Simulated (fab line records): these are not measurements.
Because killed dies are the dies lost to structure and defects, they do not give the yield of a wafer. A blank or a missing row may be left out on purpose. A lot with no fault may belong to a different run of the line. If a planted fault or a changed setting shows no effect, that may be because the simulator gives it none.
fab line records	flow sky130
record lots=10	wafers=30	last-day=50
route steps=708 shown FIELD_ISO@1 NWELL@34 VT_ADJUST_LVTN@115 CAPM@539 PAD_OPEN@708
lots that met no fault: taken from a fault-free run of the same line
start-h: hours from the record's opening day to when the first of the lot's shown wafers began	wait-h: how many hours have passed since the lot's step before this one	" repeats the value in the row above	L1.1+2: a single row standing in for several wafers	- no value, or no start was given	* or withheld: withheld	< > ~ a bound
route shown NAME@n: NAME is a module with steps in the file, n the number in the route of the first one	usual: mean and standard deviation over wafers with no fault	same: alike in all rows	chamber/n: place in a boat	sites: readings site by site	_std_site: the standard deviation of these	_edge_site: the outer-site mean with the inner-site mean subtracted	radius-mm: how far each site lies from the wafer's centre	mask NAME#n: copy n	behind: tool/chamber where the wafer was last shaped	hold: why the lot was held/for how many hours/how that ended	device: which transistor (n, p or np) failed to switch	end of line: at the end of the route, the tests of the same wafers	for a step that has no rows: nothing shown but its recipe	killed: not the wafer's yield, but the dies lost to structure and defects at the first sort	map: a wafer's dies, x killed, . not, _ none there
set.NAME: the setting the step ran with; set.NAME@STEP: the setting that earlier step ran with	model.NAME: the simulator's own value behind a step, which no gauge read
a sample of lots followed through the steps of the route, with each step as a table and each wafer as a row
services: the hour from which a tool's chamber was out of use, counted from the record's first day as start-h (under 0 if before that day), plus the number of hours and why
## steps
# step SKY_FIELD_ISO_BOW_MEAS_00
# recipe mode=bow
# usual INCOMING_BOW=-1/6.5
lot.wafer	tool	chamber	start-h	wait-h	INCOMING_BOW[um]
L953.3	film-metro-02	-	15.04	-	-1
L953.5	"	-	"	"	-4
L953.6	"	-	"	"	-1
L955.2	film-metro-01	-	25.02	-	-7
L955.5	"	-	"	"	-7
L955.6	"	-	"	"	1
L956.4	film-metro-04	-	30.06	-	0
L956.5	"	-	"	"	-6
L956.6	"	-	"	"	5
L957.1	film-metro-01	-	35.00	-	1
L957.2	"	-	"	"	2
L957.3	"	-	"	"	15
L965.3	film-metro-01	-	75.04	-	10
L965.4	"	-	"	"	3
L965.5	"	-	"	"	1
L966.1	film-metro-01	-	80.00	-	-5
L966.3	"	-	"	"	8
L966.4	"	-	"	"	-4
L971.4	film-metro-04	-	105.06	-	-1
L971.5	"	-	"	"	-1
L971.6	"	-	"	"	-8
L972.3	film-metro-02	-	110.04	-	-1
L972.4	"	-	"	"	-17
L972.6	"	-	"	"	-5
L973.2	film-metro-02	-	115.02	-	-2
L973.4	"	-	"	"	9
L973.6	"	-	"	"	7
L974.1	film-metro-01	-	120.00	-	1
L974.2	"	-	"	"	-6
L974.4	"	-	"	"	7
# step SKY_NWELL_THK_MEAS_02
# recipe reads=SiO2_of_NWELL_OXIDATION_01
# usual NWELL_OXIDATION_THK=9.88/0.18
lot.wafer	tool	chamber	start-h	wait-h	NWELL_OXIDATION_THK[nm]
L953.3	film-metro-04	-	53.69	0.0	9.81
L953.5	"	-	"	"	9.99
L953.6	"	-	"	"	9.75
L955.2	film-metro-04	-	53.74	0.1	9.53
L955.5	"	-	"	"	9.74
L955.6	"	-	"	"	9.66
L956.4	film-metro-04	-	68.13	0.0	9.79
L956.5	"	-	"	"	9.81
L956.6	"	-	"	"	9.66
L957.1	film-metro-04	-	74.86	0.1	10.00
L957.2	"	-	"	"	9.89
L957.3	"	-	"	"	9.72
L965.3	film-metro-02	-	107.47	0.0	9.96
L965.4	"	-	"	"	10.09
L965.5	"	-	"	"	9.81
L966.1	film-metro-03	-	112.28	0.0	9.71
L966.3	"	-	"	"	9.61
L966.4	"	-	"	"	9.75
L971.4	film-metro-02	-	138.35	0.0	9.98
L971.5	"	-	"	"	9.84
L971.6	"	-	"	"	9.81
L972.3	film-metro-03	-	142.13	0.0	10.14
L972.4	"	-	"	"	9.95
L972.6	"	-	"	"	10.01
L973.2	film-metro-02	-	145.97	0.0	10.04
L973.4	"	-	"	"	10.01
L973.6	"	-	"	"	9.85
L974.1	film-metro-04	-	150.10	0.0	9.41
L974.2	"	-	"	"	9.51
L974.4	"	-	"	"	9.44
# step SKY_VT_ADJUST_LVTN_OVL_MEAS_18
# usual VT_ADJUST_LVTN_01_OVL=-0.3/1.4
lot.wafer	tool	chamber	start-h	wait-h	VT_ADJUST_LVTN_01_OVL[nm]
L953.3	overlay-02	-	182.64	0.1	-2.7
L953.5	"	-	"	"	-2.1
L953.6	"	-	"	"	-1.2
L955.2	overlay-02	-	184.07	0.1	-1.0
L955.5	"	-	"	"	0.8
L955.6	"	-	"	"	1.1
L956.4	overlay-01	-	201.30	0.1	-0.9
L956.5	"	-	"	"	-2.4
L956.6	"	-	"	"	-0.3
L957.1	overlay-02	-	211.16	0.1	-2.9
L957.2	"	-	"	"	-2.1
L957.3	"	-	"	"	-1.6
L965.3	overlay-01	-	253.74	0.1	1.9
L965.4	"	-	"	"	3.1
L965.5	"	-	"	"	-0.1
L966.1	overlay-01	-	259.93	0.1	-1.9
L966.3	"	-	"	"	-1.5
L966.4	"	-	"	"	0.4
L971.4	overlay-01	-	291.60	0.1	0.5
L971.5	"	-	"	"	0.1
L971.6	"	-	"	"	2.2
L972.3	overlay-02	-	298.94	0.1	0.2
L972.4	"	-	"	"	-0.5
L972.6	"	-	"	"	-1.0
L973.2	overlay-02	-	303.97	0.1	-0.8
L973.4	"	-	"	"	1.0
L973.6	"	-	"	"	-1.5
L974.1	overlay-02	-	307.95	0.1	0.8
L974.2	"	-	"	"	-0.7
L974.4	"	-	"	"	-0.1
# step SKY_CAPM_SPUTTER_02
# recipe material=TiN	target-thk-nm=200	temp-c=300	power-w=6500	time-s=166.7	chamber-pressure-pa=0.4
# usual chamber-pressure-pa=0.3999/0.00077	throttle-valve-pct=29.3/1
lot.wafer	tool	chamber	start-h	wait-h	chamber-pressure-pa	throttle-valve-pct
L953.3	pvd-sputter-01	-	876.53	0.0	0.3989	29.0
L953.5	"	-	"	"	0.4001	29.3
L953.6	"	-	"	"	0.3997	29.3
L955.2	pvd-sputter-01	-	882.95	0.0	0.4013	29.1
L955.5	"	-	"	"	0.3985	28.7
L955.6	"	-	"	"	0.3996	29.1
L956.4	pvd-sputter-01	-	891.58	0.0	0.4001	28.7
L956.5	"	-	"	"	0.3999	30.6
L956.6	"	-	"	"	0.4015	29.2
L957.1	pvd-sputter-01	-	912.08	0.1	0.4008	30.7
L957.2	"	-	"	"	0.3989	29.2
L957.3	"	-	"	"	0.4009	29.4
L965.3	pvd-sputter-03	-	953.69	0.0	0.4003	29.6
L965.4	"	-	"	"	0.4009	27.3
L965.5	"	-	"	"	0.3997	29.4
L966.1	pvd-sputter-03	-	956.42	0.1	0.4010	29.5
L966.3	"	-	"	"	0.3997	27.3
L966.4	"	-	"	"	0.3993	29.3
L971.4	pvd-sputter-01	-	989.79	0.0	0.4004	29.0
L971.5	"	-	"	"	0.3999	29.1
L971.6	"	-	"	"	0.4012	28.9
L972.3	pvd-sputter-01	-	993.57	0.0	0.3991	29.3
L972.4	"	-	"	"	0.3989	29.1
L972.6	"	-	"	"	0.4004	28.6
L973.2	pvd-sputter-04	-	997.42	0.0	0.3996	29.7
L973.4	"	-	"	"	0.4017	29.9
L973.6	"	-	"	"	0.3997	29.4
L974.1	pvd-sputter-01	-	1001.31	0.1	0.3988	30.7
L974.2	"	-	"	"	0.3997	29.4
L974.4	"	-	"	"	0.4000	28.7
# step SKY_CAPM_RS_MEAS_03
# recipe thk-meas-gauge=four-point-probe	reads=TiN_of_CAPM_SPUTTER_02
# usual CAPM_TIN_RS=6.89/0.058
lot.wafer	tool	chamber	start-h	wait-h	CAPM_TIN_RS[ohm/sq]
L953.3	film-metro-03	-	876.68	0.1	6.91
L953.5	"	-	"	"	6.84
L953.6	"	-	"	"	6.91
L955.2	film-metro-03	-	883.08	0.1	6.84
L955.5	"	-	"	"	6.88
L955.6	"	-	"	"	6.77
L956.4	film-metro-03	-	891.75	0.1	6.93
L956.5	"	-	"	"	6.85
L956.6	"	-	"	"	6.88
L957.1	film-metro-04	-	912.19	0.1	6.91
L957.2	"	-	"	"	6.82
L957.3	"	-	"	"	6.94
L965.3	film-metro-04	-	953.84	0.1	9.90
L965.4	"	-	"	"	6.89
L965.5	"	-	"	"	6.88
L966.1	film-metro-04	-	956.53	0.1	6.84
L966.3	"	-	"	"	9.83
L966.4	"	-	"	"	6.88
L971.4	film-metro-03	-	989.96	0.1	6.90
L971.5	"	-	"	"	6.90
L971.6	"	-	"	"	6.97
L972.3	film-metro-02	-	993.72	0.1	6.86
L972.4	"	-	"	"	6.93
L972.6	"	-	"	"	6.93
L973.2	film-metro-04	-	997.55	0.1	6.92
L973.4	"	-	"	"	6.83
L973.6	"	-	"	"	6.86
L974.1	film-metro-02	-	1001.42	0.1	6.80
L974.2	"	-	"	"	6.90
L974.4	"	-	"	"	6.93
# step SKY_CAPM_THK_MEAS_04
# recipe thk-meas-gauge=xrf	reads=TiN_of_CAPM_SPUTTER_02
# usual CAPM_TIN_THK=200.6/1.8
lot.wafer	tool	chamber	start-h	wait-h	CAPM_TIN_THK[nm]
L953.3	film-metro-03	-	876.78	0.1	200.7
L953.5	"	-	"	"	202.3
L953.6	"	-	"	"	201.4
L955.2	film-metro-03	-	883.19	0.1	203.8
L955.5	"	-	"	"	200.8
L955.6	"	-	"	"	204.6
L956.4	film-metro-03	-	891.84	0.1	198.8
L956.5	"	-	"	"	201.7
L956.6	"	-	"	"	199.7
L957.1	film-metro-04	-	912.31	0.1	200.9
L957.2	"	-	"	"	203.3
L957.3	"	-	"	"	200.3
L965.3	film-metro-04	-	953.94	0.1	141.8
L965.4	"	-	"	"	201.2
L965.5	"	-	"	"	201.1
L966.1	film-metro-04	-	956.65	0.1	202.5
L966.3	"	-	"	"	142.4
L966.4	"	-	"	"	201.4
L971.4	film-metro-03	-	990.05	0.1	199.1
L971.5	"	-	"	"	199.3
L971.6	"	-	"	"	198.6
L972.3	film-metro-02	-	993.82	0.1	201.8
L972.4	"	-	"	"	199.2
L972.6	"	-	"	"	198.9
L973.2	film-metro-04	-	997.66	0.1	199.6
L973.4	"	-	"	"	201.6
L973.6	"	-	"	"	200.6
L974.1	film-metro-02	-	1001.54	0.1	203.0
L974.2	"	-	"	"	200.7
L974.4	"	-	"	"	199.6
# step SKY_CAPM_METAL_ETCH_13
# recipe target-depth-nm=220	stop-on=SiO2	chemistry=Cl2/BCl3	target=TiN	pressure-mtorr=10	icp-w=900	bias-w=48.5	Cl2_flow_sccm=60	bcl3-flow-sccm=30	time-s=62.9
# usual drypump-motor-current-A=5.7/0.54	oes-product-au=0.942/0.0059	throttle-valve-pct=21.901/0.0096
lot.wafer	tool	chamber	start-h	wait-h	drypump-motor-current-A	oes-product-au	rf-hours-counter-h	throttle-valve-pct
L953.3	rie-metal-02	1	901.99	0.0	5.7	0.941	-	21.900
L953.5	"	1	"	"	5.7	0.940	-	21.904
L953.6	"	0	"	"	4.8	0.945	-	21.892
L955.2	rie-metal-03	1	907.60	0.0	5.1	0.949	9	21.894
L955.5	"	1	"	"	5.1	0.946	-	21.913
L955.6	"	0	"	"	5.5	0.942	-	21.914
L956.4	rie-metal-01	0	917.54	0.0	5.4	0.940	-	21.894
L956.5	"	1	"	"	6.6	0.944	-	21.892
L956.6	"	0	"	"	5.4	0.939	-	21.920
L957.1	rie-metal-03	0	936.12	0.0	5.6	0.939	6	21.910
L957.2	"	1	"	"	5.1	0.943	10	21.912
L957.3	"	0	"	"	5.6	0.933	-	21.901
L965.3	rie-metal-02	1	977.57	0.1	5.7	0.769	-	22.005
L965.4	"	1	"	"	5.7	0.931	-	21.915
L965.5	"	1	"	"	5.7	0.946	-	21.897
L966.1	rie-metal-03	1	979.62	0.0	5.1	0.942	12	21.889
L966.3	"	0	"	"	5.5	0.779	-	22.015
L966.4	"	1	"	"	5.1	0.939	-	21.900
L971.4	rie-metal-03	0	1013.24	0.0	5.6	0.947	-	21.902
L971.5	"	1	"	"	5.1	0.948	-	21.899
L971.6	"	0	"	"	5.5	0.944	-	21.916
L972.3	rie-metal-02	0	1016.64	0.0	4.8	0.949	-	21.890
L972.4	"	1	"	"	5.7	0.933	-	21.912
L972.6	"	1	"	"	5.7	0.936	-	21.887
L973.2	rie-metal-03	1	1020.67	0.0	5.1	0.936	15	21.885
L973.4	"	1	"	"	5.1	0.942	-	21.889
L973.6	"	1	"	"	5.1	0.950	-	21.895
L974.1	rie-metal-01	0	1023.82	0.0	5.5	0.949	11	21.907
L974.2	"	1	"	"	6.6	0.944	6	21.894
L974.4	"	0	"	"	5.5	0.934	-	21.899
# step SKY_PAD_OPEN_PROBE_99
# usual defect-limited-yield=82.5/1.9	killed_at_M0_to_M3=43/6.8	killed_at_M4_up=3.0/1.6	killed-at-contacts=25/6	killed-at-front-end=15/4.4	killed-at-other=0.3/0.52	killed-dies=86/9.6	killed-open=47/6.7	killed-short=39/6.8	sort_bin_3_pad_short=0.9/0.43	sort_bin_5_function=10.3/1.5	sort_bin_6_memory=6.3/1.1	sort-n-pass=406/9.6	sort-yield-pct=82.5/1.9
# same gross-dies=492	killed-at-back-side=0	sort_bin_4_leakage[%]=0	sort_bin_8_speed[%]=0
lot.wafer	tool	chamber	start-h	wait-h	defect-limited-yield[%]	killed_at_M0_to_M3	killed_at_M4_up	killed-at-contacts	killed-at-front-end	killed-at-other	killed-dies	killed-open	killed-short	sort_bin_3_pad_short[%]	sort_bin_5_function[%]	sort_bin_6_memory[%]	sort-n-pass	sort-yield-pct[%]
L966.1	prober-02	-	1159.98	0.1	81.9	53	4	14	18	0	89	46	43	1.0	9.6	7.5	403	81.9
# killed by level:class
L966.1 VIA1:geometric-particle:open=16 METAL2:geometric-particle:short=8 FIELD_ISO:geometric-particle:open=6 METAL1:geometric-particle:short=6 VIA1:geometric-particle:short=6 VIA3:geometric-particle:open=5 POLY_GATE:geometric-particle:short=4 VIA3:geometric-particle:short=4
## services
tool	chamber	start-h	hours	kind
pvd-sputter-01	-	856.72	1.9	repair
rie-metal-01	1	884.01	-	clean
rie-metal-01	1	884.01	16.7	scheduled-down
rie-metal-01	1	884.01	16.7	vent-cycle
rie-metal-02	-	937.76	2.8	pm
rie-metal-01	-	948.34	1.4	pm
rie-metal-02	0	962.56	-	clean
rie-metal-02	0	962.56	23.4	scheduled-down
rie-metal-02	0	962.56	23.4	vent-cycle
## key
first-sign step=SKY_CAPM_RS_MEAS_03	reading=CAPM_TIN_RS	direction=up	sigmas=51	usual=6.89	struck=9.86
effect step=SKY_CAPM_THK_MEAS_04	reading=CAPM_TIN_THK	direction=down	sigmas=32	usual=200.6	struck=142.1
effect step=SKY_CAPM_METAL_ETCH_13	reading=oes-product-au	direction=down	sigmas=29	usual=0.942	struck=0.774
met-at SKY_CAPM_SPUTTER_02
struck-lots L965,L966
struck-wafers L965.3,L966.3
not-acting-at SKY_FIELD_ISO_BOW_MEAS_00,SKY_NWELL_THK_MEAS_02,SKY_VT_ADJUST_LVTN_OVL_MEAS_18
fault kind=process-parameter-drift	tool=pvd-sputter-03	chamber=-	onset-h=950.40	steps=SKY_CAPM_SPUTTER_02	channel=target-thk-nm	offset=-59.608	shape=step	end-h=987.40	scope=struck-wafers-only	acts-in=these-recipes-only	stated=200
